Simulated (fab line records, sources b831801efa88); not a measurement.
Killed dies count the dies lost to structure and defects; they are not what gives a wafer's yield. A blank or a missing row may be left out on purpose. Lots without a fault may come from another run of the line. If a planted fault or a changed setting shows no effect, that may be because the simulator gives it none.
Problem report, 8D (eight disciplines) form, completed by code -- flow gf180mcu -- the parts of the form that need people (team, actions taken, sign-off) are left out

== 1. WHAT IS WRONG ==
Across 2 wafers from 2 lots, LVPWELL_TW at GF_LVPWELL_TW_MEAS_11 averages 553.0, while fault-free wafers read 565.0 with a standard deviation of 2.8. That is -4.3 standard deviations from the usual mean.
The first sign was on wafer L311.2 at day 4 13:47, on film-metro-02. The record holds 37 wafers of 13 lots with a number at this step. Rule for "out" (also "out of limits"): further than 4 standard deviations from the usual mean. All remaining wafers that have a number are taken as sound.

== 2. WHAT IT IS, AND WHAT IT ISN'T ==
question,is,is not
which readings at this step,LVPWELL_TW,-
which lots,"L311, L315","L308, L309, L312, L322, L325, L326, L327, L328, L329, L330, L331"
which wafers of those lots,"L311.2, L315.5","L311.4, L311.6"
read on which gauges,film-metro-02,"film-metro-01, film-metro-04"
when,from day 4 13:47,"up to then (8 sound wafers); but 27 sound wafers of L312, L322, L325, L326, L327, L328, L329, L330, L331 came after"

== 3. SUSPECTS, AND WHAT RULES EACH OUT ==
Counting: any tool at a process step up to the reading remains a suspect provided it ran every lot that is out. Sound lots after the first of them don't rule it out here, since some wafers of a struck lot are sound.
- the gauge at GF_LVPWELL_TW_MEAS_11 is ruled out. All the wafers that are out were read on film-metro-02, but those of them that GF_VT_IMPLANT_RS_MEAS_48 has rows for are out there too, on other tools.
- implanter-04 at GF_LVPWELL_IMPLANT_08: kept. It ran every lot that is out, first L311 (day 4 13:24); its last sound lot up to then is L309 (day 4 05:08).
Remaining after the count: implanter-04 at GF_LVPWELL_IMPLANT_08.

== 4. THE CAUSE (what the simulator had put in) ==
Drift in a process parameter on implanter-04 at GF_LVPWELL_IMPLANT_08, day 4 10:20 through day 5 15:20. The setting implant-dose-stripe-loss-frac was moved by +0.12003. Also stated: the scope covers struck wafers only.
This tool alone remained once counting was done.

== 5. THE EFFECT CHAIN, in route order ==
Each row: a reading whose mean over the struck wafers that have a number lies more than 3 standard deviations from the usual. Scope: only readings with a usual standard deviation given in the record; hours: median across lots of the time from each lot's start at the first step in this table that gives one to its start at this step; sigmas: change in usual standard deviations.
hours,step,reading,usual,on struck wafers,change,sigmas
0,GF_LVPWELL_TW_MEAS_11,LVPWELL_TW,565.0,553.0,-12.0,-4.3
93,GF_VT_IMPLANT_RS_MEAS_48,LVPWELL_RS,1196 ohm/sq,1239,+43,+13

== 6. WHAT WOULD HAVE CAUGHT IT SOONER ==
In this record the first reading out of limits at a measuring or inspecting step was taken at day 4 13:47, 3 hours after the fault began at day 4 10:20.
Tool readings at GF_LVPWELL_IMPLANT_08 with a usual standard deviation given in the record: none out on any struck wafer, hence no alarm at a limit of 4 standard deviations on them.
Among the 2 lots that are out, L315 began GF_LVPWELL_IMPLANT_08 on implanter-04 after day 4 13:47. Had the tool been put on hold then, it would have been spared.
